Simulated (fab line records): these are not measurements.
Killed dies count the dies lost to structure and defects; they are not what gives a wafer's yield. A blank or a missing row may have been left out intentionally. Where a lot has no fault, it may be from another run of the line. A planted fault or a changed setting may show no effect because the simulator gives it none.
fab line records ; flow sky130
record: lots: 12; wafers: 36; lastDay: 50
route steps=708 shown METAL1@439 METAL2@489 VIA3@593 PAD_OPEN@708
lots with no fault: from the same line, run without faults
startH: start of the lot's first displayed wafer, in hours after the record's first day ; waitH: time in hours since the lot's previous step ; " identical to the entry in the row above ; L1.1+2: a single row standing in for several wafers ; - no value, or no start given ; * or withheld: withheld ; < > ~ a bound
route shown NAME@n: names a module that has steps shown in the file, with the first one's number in the route ; usual: mean/standard deviation of fault-free wafers ; same: alike in all rows ; chamber/n: place in a boat ; sites: per-site readings ; _std_site: their standard deviation ; _edge_site: inner sites' mean taken away from outer sites' mean ; radiusMm: for every site, how far away it sits from the centre of the wafer ; mask NAME#n: copy n ; behind: tool/chamber where the wafer was last shaped ; hold: why the lot was held/for how many hours/how that ended ; device: which transistor (n, p or np) failed to switch ; end of line: the same wafers' tests at the end of the route ; for a step that has no rows: nothing shown but its recipe ; killed: at the first sort, the dies lost to defects and structure; wafer yield is something else ; map: the dies of a wafer, with x for killed, . for not killed, _ for no die there
set.NAME: the setting as run; set.NAME@STEP: as run at that earlier step ; model.NAME: the simulator's own value behind a step, which no gauge read
steps of the route over a sample of lots; a table a step, a row a wafer
services: the hour from which a tool's chamber was out of use, counted from the record's first day as startH (under 0 if before that day), plus the number of hours and why
== steps ==
step: SKY_METAL1_RS_MEAS_05
recipe: thkMeasGauge: four-point-probe; reads: TiN_of_METAL1_SPUTTER_04+Ti_of_METAL1_SPUTTER_03+AlCu_of_METAL1_SPUTTER_02+TiN_of_METAL1_SPUTTER_01+Ti_of_METAL1_SPUTTER_00
usual: METAL1_ALCU_RS: 0.1259/0.0015
lot.wafer;tool;chamber;startH;waitH;METAL1_ALCU_RS[ohm/sq]
L180.2;filmMetro-02;-;752.44;0.0;0.1262
L180.3;filmMetro-02;-;752.44;0.0;0.1247
L180.6;filmMetro-02;-;752.44;0.0;0.1253
L181.3;filmMetro-04;-;763.22;0.1;0.1282
L181.5;filmMetro-04;-;763.22;0.1;0.1270
L181.6;filmMetro-04;-;763.22;0.1;0.1278
L182.1;filmMetro-03;-;767.64;0.0;0.1263
L182.2;filmMetro-03;-;767.64;0.0;0.1275
L182.4;filmMetro-03;-;767.64;0.0;0.1273
L183.2;filmMetro-04;-;770.82;0.0;0.1288
L183.5;filmMetro-04;-;770.82;0.0;0.1274
L183.6;filmMetro-04;-;770.82;0.0;0.1296
L185.1;filmMetro-04;-;801.52;0.0;0.1245
L185.2;filmMetro-04;-;801.52;0.0;0.1261
L185.3;filmMetro-04;-;801.52;0.0;0.1254
L187.2;filmMetro-04;-;802.45;0.0;0.1253
L187.3;filmMetro-04;-;802.45;0.0;0.1248
L187.4;filmMetro-04;-;802.45;0.0;0.1231
L188.1;filmMetro-02;-;803.30;0.0;0.1256
L188.4;filmMetro-02;-;803.30;0.0;0.1240
L188.5;filmMetro-02;-;803.30;0.0;0.1236
L189.4;filmMetro-03;-;808.53;0.1;0.1261
L189.5;filmMetro-03;-;808.53;0.1;0.1270
L189.6;filmMetro-03;-;808.53;0.1;0.1247
L190.2;filmMetro-04;-;839.10;0.0;0.1265
L190.3;filmMetro-04;-;839.10;0.0;0.1247
L190.5;filmMetro-04;-;839.10;0.0;0.1260
L192.2;filmMetro-02;-;840.87;0.0;0.1274
L192.5;filmMetro-02;-;840.87;0.0;0.1265
L192.6;filmMetro-02;-;840.87;0.0;0.1263
L199.4;filmMetro-04;-;886.15;0.1;0.1240
L199.5;filmMetro-04;-;886.15;0.1;0.1234
L199.6;filmMetro-04;-;886.15;0.1;0.1252
L202.1;filmMetro-04;-;897.05;0.0;0.1274
L202.2;filmMetro-04;-;897.05;0.0;0.1256
L202.4;filmMetro-04;-;897.05;0.0;0.1263
step: SKY_METAL2_THK_MEAS_06
recipe: thkMeasGauge: xrf; reads: AlCu_of_METAL2_SPUTTER_02
usual: METAL2_ALCU_THK: 252.8/2.9
lot.wafer;tool;chamber;startH;waitH;METAL2_ALCU_THK[nm]
L180.2;filmMetro-03;-;809.02;0.1;256.1
L180.3;filmMetro-03;-;809.02;0.1;258.5
L180.6;filmMetro-03;-;809.02;0.1;255.4
L181.3;filmMetro-04;-;819.78;0.1;255.8
L181.5;filmMetro-04;-;819.78;0.1;250.5
L181.6;filmMetro-04;-;819.78;0.1;252.2
L182.1;filmMetro-04;-;825.06;0.1;247.8
L182.2;filmMetro-04;-;825.06;0.1;248.6
L182.4;filmMetro-04;-;825.06;0.1;252.5
L183.2;filmMetro-03;-;827.28;0.1;249.5
L183.5;filmMetro-03;-;827.28;0.1;251.6
L183.6;filmMetro-03;-;827.28;0.1;248.1
L185.1;filmMetro-01;-;858.32;0.1;251.4
L185.2;filmMetro-01;-;858.32;0.1;251.3
L185.3;filmMetro-01;-;858.32;0.1;244.7
L187.2;filmMetro-04;-;859.41;0.1;255.4
L187.3;filmMetro-04;-;859.41;0.1;250.8
L187.4;filmMetro-04;-;859.41;0.1;252.2
L188.1;filmMetro-04;-;860.11;0.1;248.8
L188.4;filmMetro-04;-;860.11;0.1;251.8
L188.5;filmMetro-04;-;860.11;0.1;251.2
L189.4;filmMetro-04;-;863.94;0.1;252.5
L189.5;filmMetro-04;-;863.94;0.1;251.6
L189.6;filmMetro-04;-;863.94;0.1;254.5
L190.2;filmMetro-03;-;893.57;0.1;246.3
L190.3;filmMetro-03;-;893.57;0.1;252.7
L190.5;filmMetro-03;-;893.57;0.1;250.7
L192.2;filmMetro-04;-;895.01;0.1;252.8
L192.5;filmMetro-04;-;895.01;0.1;257.1
L192.6;filmMetro-04;-;895.01;0.1;254.2
L199.4;filmMetro-01;-;939.41;0.1;251.3
L199.5;filmMetro-01;-;939.41;0.1;253.8
L199.6;filmMetro-01;-;939.41;0.1;247.8
L202.1;filmMetro-01;-;950.66;0.1;251.8
L202.2;filmMetro-01;-;950.66;0.1;256.5
L202.4;filmMetro-01;-;950.66;0.1;256.4
step: SKY_METAL2_METAL_ETCH_19
recipe: targetDepthA: 3600; stopOn: SiO2; overEtchFrac: 0.3; timeS: 78; chemistry: Cl2/BCl3; resistSidewallDeg: 88; pressureMtorr: 10; icpW: 900; biasW: 48.5; Cl2_flow_sccm: 60; bcl3FlowSccm: 30
usual: drypumpMotorCurrentA: 5.7/0.53; oesProductAu: 0.855/0.0061; throttleValvePct: 22.264/0.0092
lot.wafer;tool;chamber;startH;waitH;drypumpMotorCurrentA;oesProductAu;rfHoursCounterH;throttleValvePct
L180.2;rieMetal-04;1;835.58;0.0;5.8;0.866;12;22.255
L180.3;rieMetal-04;1;835.58;0.0;5.8;0.867;-;22.259
L180.6;rieMetal-04;0;835.58;0.0;5.7;0.861;-;22.258
L181.3;rieMetal-04;1;846.44;0.1;5.8;0.858;-;22.258
L181.5;rieMetal-04;0;846.44;0.1;5.7;0.853;-;22.259
L181.6;rieMetal-04;1;846.44;0.1;5.8;0.866;-;22.255
L182.1;rieMetal-01;1;851.15;0.0;6.6;0.855;10;22.272
L182.2;rieMetal-01;0;851.15;0.0;5.5;0.848;2;22.259
L182.4;rieMetal-01;0;851.15;0.0;5.5;0.855;-;22.263
L183.2;rieMetal-02;1;853.90;0.1;5.7;0.846;-;22.274
L183.5;rieMetal-02;1;853.90;0.1;5.7;0.848;-;22.259
L183.6;rieMetal-02;1;853.90;0.1;5.7;0.855;-;22.254
L185.1;rieMetal-02;1;884.10;0.0;5.7;0.849;12;22.260
L185.2;rieMetal-02;0;884.10;0.0;4.9;0.843;16;22.283
L185.3;rieMetal-02;1;884.10;0.0;5.7;0.851;-;22.241
L187.2;rieMetal-01;0;885.96;0.1;5.4;0.863;-;22.271
L187.3;rieMetal-01;0;885.96;0.1;5.5;0.857;-;22.261
L187.4;rieMetal-01;0;885.96;0.1;5.4;0.847;-;22.273
L188.1;rieMetal-02;0;886.50;0.0;4.8;0.851;16;22.268
L188.4;rieMetal-02;1;886.50;0.0;5.7;0.852;-;22.259
L188.5;rieMetal-02;0;886.50;0.0;4.8;0.856;-;22.265
L189.4;rieMetal-02;1;889.46;0.1;5.7;0.851;-;22.277
L189.5;rieMetal-02;1;889.46;0.1;5.7;0.858;-;22.274
L189.6;rieMetal-02;0;889.46;0.1;4.8;0.857;-;22.277
L190.2;rieMetal-01;0;919.33;0.0;5.5;0.855;5;22.262
L190.3;rieMetal-01;0;919.33;0.0;5.5;0.848;-;22.271
L190.5;rieMetal-01;0;919.33;0.0;5.5;0.845;-;22.267
L192.2;rieMetal-02;0;919.94;0.1;4.8;0.855;18;22.262
L192.5;rieMetal-02;1;919.94;0.1;5.8;0.865;-;22.267
L192.6;rieMetal-02;0;919.94;0.1;4.8;0.851;-;22.253
L199.4;rieMetal-01;0;964.33;0.1;5.5;0.851;-;22.266
L199.5;rieMetal-01;0;964.33;0.1;5.5;0.851;-;22.272
L199.6;rieMetal-01;1;964.33;0.1;6.6;0.852;-;22.269
L202.1;rieMetal-01;1;974.80;0.0;6.6;0.853;4;22.256
L202.2;rieMetal-01;0;974.80;0.0;5.4;0.851;8;22.275
L202.4;rieMetal-01;0;974.80;0.0;5.4;0.863;-;22.275
step: SKY_VIA3_SPUTTER_20
recipe: material: TiN; targetThkNm: 20; chamberPressurePa: 5; powerW: 4000; timeS: 80
usual: throttleValvePct: 29.9/0.75
lot.wafer;tool;chamber;startH;waitH;throttleValvePct
L180.2;pvdSputter-02;-;944.11;0.0;29.7
L180.3;pvdSputter-02;-;944.11;0.0;29.8
L180.6;pvdSputter-02;-;944.11;0.0;29.7
L181.3;pvdSputter-02;-;955.38;0.0;30.9
L181.5;pvdSputter-02;-;955.38;0.0;30.8
L181.6;pvdSputter-02;-;955.38;0.0;28.8
L182.1;pvdSputter-04;-;957.02;0.0;29.5
L182.2;pvdSputter-04;-;957.02;0.0;31.5
L182.4;pvdSputter-04;-;957.02;0.0;30.0
L183.2;pvdSputter-01;-;959.51;0.0;28.4
L183.5;pvdSputter-01;-;959.51;0.0;29.0
L183.6;pvdSputter-01;-;959.51;0.0;29.1
L185.1;pvdSputter-02;-;987.53;0.0;29.5
L185.2;pvdSputter-02;-;987.53;0.0;29.6
L185.3;pvdSputter-02;-;987.53;0.0;30.7
L187.2;pvdSputter-02;-;989.51;0.0;30.2
L187.3;pvdSputter-02;-;989.51;0.0;30.9
L187.4;pvdSputter-02;-;989.51;0.0;30.0
L188.1;pvdSputter-04;-;991.48;0.0;31.3
L188.4;pvdSputter-04;-;991.48;0.0;29.5
L188.5;pvdSputter-04;-;991.48;0.0;29.3
L189.4;pvdSputter-04;-;992.31;0.0;29.7
L189.5;pvdSputter-04;-;992.31;0.0;30.5
L189.6;pvdSputter-04;-;992.31;0.0;29.7
L190.2;pvdSputter-02;-;1020.28;0.0;29.8
L190.3;pvdSputter-02;-;1020.28;0.0;28.9
L190.5;pvdSputter-02;-;1020.28;0.0;30.0
L192.2;pvdSputter-02;-;1021.03;0.0;30.8
L192.5;pvdSputter-02;-;1021.03;0.0;30.1
L192.6;pvdSputter-02;-;1021.03;0.0;29.8
L199.4;pvdSputter-04;-;1062.43;0.0;31.0
L199.5;pvdSputter-04;-;1062.43;0.0;29.4
L199.6;pvdSputter-04;-;1062.43;0.0;30.7
L202.1;pvdSputter-04;-;1071.35;0.0;29.9
L202.2;pvdSputter-04;-;1071.35;0.0;29.4
L202.4;pvdSputter-04;-;1071.35;0.0;30.9
step: SKY_PAD_OPEN_PROBE_99
usual: defectLimitedYield: 82.5/1.9; killed_at_M0_to_M3: 43/6.8; killed_at_M4_up: 3.0/1.6; killedAtContacts: 25/6; killedAtFrontEnd: 15/4.4; killedAtOther: 0.3/0.52; killedDies: 86/9.6; killedOnRim: 17/3.5; killedOpen: 47/6.7; killedShort: 39/6.8; sort_bin_3_pad_short: 0.9/0.43; sort_bin_5_function: 10.3/1.5; sort_bin_6_memory: 6.3/1.1; sortNPass: 406/9.6; sortYieldPct: 82.5/1.9
same: grossDies: 492; killedAtBackSide: 0; sort_bin_4_leakage[%]: 0; sort_bin_8_speed[%]: 0
lot.wafer;tool;chamber;startH;waitH;defectLimitedYield[%];killed_at_M0_to_M3;killed_at_M4_up;killedAtContacts;killedAtFrontEnd;killedAtOther;killedDies;killedOnRim;killedOpen;killedShort;sort_bin_3_pad_short[%];sort_bin_5_function[%];sort_bin_6_memory[%];sortNPass;sortYieldPct[%]
L182.1;prober-02;-;1097.91;0.1;81.9;47;2;23;17;0;89;21;48;41;1.6;10.0;6.5;403;81.9
L182.2;prober-02;-;1097.96;0.1;83.9;45;3;15;16;0;79;13;45;33;0.8;10.0;5.3;413;83.9
L182.4;prober-02;-;1098.06;0.2;87.0;29;4;16;15;0;64;9;29;35;1.2;7.3;4.5;428;87.0
L188.1;prober-02;-;1128.31;0.1;84.1;36;7;27;8;0;78;12;48;30;1.2;8.9;5.7;414;84.1
L188.4;prober-02;-;1128.46;0.2;82.7;49;4;21;11;0;85;16;36;48;1.0;10.4;5.9;407;82.7
L188.5;prober-02;-;1128.51;0.2;80.9;58;2;21;13;0;94;12;54;40;1.2;13.0;4.9;398;80.9
L199.4;prober-01;-;1185.28;0.2;78.5;67;3;18;17;1;106;28;41;42;1.6;13.4;6.5;386;78.5
L199.5;prober-01;-;1185.33;0.2;85.2;33;6;16;18;0;73;16;42;30;0.2;10.2;4.5;419;85.2
L199.6;prober-01;-;1185.38;0.2;84.6;39;2;19;15;1;76;16;50;26;0;8.5;6.9;416;84.6
L202.1;prober-02;-;1192.58;0.1;80.9;47;1;28;17;1;94;11;45;49;0.4;12.8;5.9;398;80.9
L202.2;prober-02;-;1192.63;0.1;82.9;36;5;24;19;0;84;19;49;33;1.2;9.6;6.3;408;82.9
L202.4;prober-02;-;1192.73;0.2;73.0;82;2;29;20;0;133;27;61;49;2.6;14.2;10.2;359;73.0
killed by level:class
L182.1 LI_CONTACT:geometricParticle:open=7 VIA1:geometricParticle:open=7 VIA3:geometricParticle:open=7 VIA2:geometricParticle:open=6 VIA1:geometricParticle:short=6 METAL2:geometricParticle:short=6 POLY_GATE:geometricParticle:open=5 LOCAL_INTERCONNECT:geometricParticle:short=5
L182.2 VIA1:geometricParticle:open=11 CONTACT:geometricParticle:open=8 METAL2:geometricParticle:short=7 VIA3:geometricParticle:open=6 VIA2:geometricParticle:open=5 FIELD_ISO:geometricParticle:open=4 POLY_GATE:geometricParticle:short=4 POLY_GATE:geometricParticle:open=4
L182.4 VIA1:geometricParticle:open=6 CONTACT:geometricParticle:open=6 METAL2:geometricParticle:short=5 POLY_GATE:geometricParticle:short=4 LOCAL_INTERCONNECT:geometricParticle:short=4 METAL1:geometricParticle:short=4 VIA2:geometricParticle:open=4 FIELD_ISO:geometricParticle:short=3
L188.1 LI_CONTACT:geometricParticle:open=9 CONTACT:geometricParticle:open=9 VIA1:geometricParticle:open=8 METAL4:geometricParticle:short=6 POLY_GATE:geometricParticle:open=5 LOCAL_INTERCONNECT:geometricParticle:short=5 VIA3:geometricParticle:open=5 METAL2:geometricParticle:open=4
L188.4 VIA1:geometricParticle:open=9 VIA3:geometricParticle:open=7 VIA2:geometricParticle:short=7 LOCAL_INTERCONNECT:geometricParticle:short=7 VIA1:geometricParticle:short=6 CONTACT:geometricParticle:open=6 FIELD_ISO:geometricParticle:short=5 VIA2:geometricParticle:open=5
L188.5 VIA1:geometricParticle:open=14 VIA1:geometricParticle:short=11 METAL2:geometricParticle:short=9 LI_CONTACT:geometricParticle:open=8 VIA3:geometricParticle:open=8 CONTACT:geometricParticle:open=7 VIA2:geometricParticle:open=7 POLY_GATE:geometricParticle:open=5
L199.4 VIA3:unspecified=23 VIA1:geometricParticle:open=9 CONTACT:geometricParticle:open=7 METAL2:geometricParticle:short=6 METAL1:geometricParticle:short=5 VIA2:geometricParticle:open=5 POLY_GATE:geometricParticle:open=4 VIA3:geometricParticle:open=4
L199.5 VIA1:geometricParticle:open=12 CONTACT:geometricParticle:open=7 LI_CONTACT:geometricParticle:open=6 POLY_GATE:geometricParticle:short=5 POLY_GATE:geometricParticle:open=5 VIA1:geometricParticle:short=5 METAL4:geometricParticle:short=5 SPACER:geometricParticle:open=4
L199.6 VIA2:geometricParticle:open=10 VIA1:geometricParticle:open=10 VIA3:geometricParticle:open=7 POLY_GATE:geometricParticle:open=5 LI_CONTACT:geometricParticle:short=5 CONTACT:geometricParticle:open=5 FIELD_ISO:geometricParticle:open=4 LI_CONTACT:geometricParticle:open=4
L202.1 CONTACT:geometricParticle:open=10 LI_CONTACT:geometricParticle:open=8 VIA1:geometricParticle:short=8 METAL2:geometricParticle:short=8 VIA2:geometricParticle:open=6 METAL1:geometricParticle:short=6 FIELD_ISO:geometricParticle:open=5 VIA1:geometricParticle:open=5
L202.2 VIA1:geometricParticle:open=11 METAL1:geometricParticle:short=10 LI_CONTACT:geometricParticle:open=10 CONTACT:geometricParticle:open=8 FIELD_ISO:geometricParticle:open=5 VIA3:geometricParticle:short=4 POLY_GATE:geometricParticle:open=3 POLY_GATE:geometricParticle:short=3
L202.4 VIA3:unspecified=23 VIA1:geometricParticle:open=16 CONTACT:geometricParticle:open=15 FIELD_ISO:geometricParticle:short=8 VIA3:geometricParticle:open=8 VIA2:geometricParticle:open=7 VIA1:geometricParticle:short=6 LI_CONTACT:geometricParticle:open=6
== services ==
tool;chamber;startH;hours;kind
rieMetal-02;-;838.41;1.1;repair
pvdSputter-01;-;856.72;1.9;repair
rieMetal-04;0;880.78;-;clean
rieMetal-04;0;880.78;16.9;scheduledDown
rieMetal-04;0;880.78;16.9;ventCycle
rieMetal-01;1;884.01;-;clean
rieMetal-01;1;884.01;16.7;scheduledDown
rieMetal-01;1;884.01;16.7;ventCycle
rieMetal-04;-;885.56;0.4;repair
rieMetal-04;-;918.65;1.3;repair
rieMetal-02;-;937.76;2.8;pm
rieMetal-01;-;948.34;1.4;pm
rieMetal-02;0;962.56;-;clean
rieMetal-02;0;962.56;23.4;scheduledDown
rieMetal-02;0;962.56;23.4;ventCycle
rieMetal-04;0;1019.67;4.6;repair
pvdSputter-04;-;1029.32;9.2;repair
== key ==
firstSign: step: SKY_PAD_OPEN_PROBE_99; reading: killed_at_M0_to_M3; direction: up; sigmas: 4.7; usual: 43; struck: 74
effect: step: SKY_PAD_OPEN_PROBE_99; reading: killedOnRim; direction: up; sigmas: 3.2; usual: 17; struck: 28
metAt SKY_VIA3_SPUTTER_20
struckLots L199,L202
struckWafers L199.4,L202.4
notActingAt SKY_METAL1_RS_MEAS_05,SKY_METAL2_THK_MEAS_06,SKY_METAL2_METAL_ETCH_19
onsetBetween 991.48 1062.43
fault: kind: chamberParticleSource; tool: pvdSputter-04; chamber: -; onsetH: 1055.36; steps: SKY_VIA3_SPUTTER_20; ratePerVisitCm2: 0.45869; endH: 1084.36; scope: struckWafersOnly
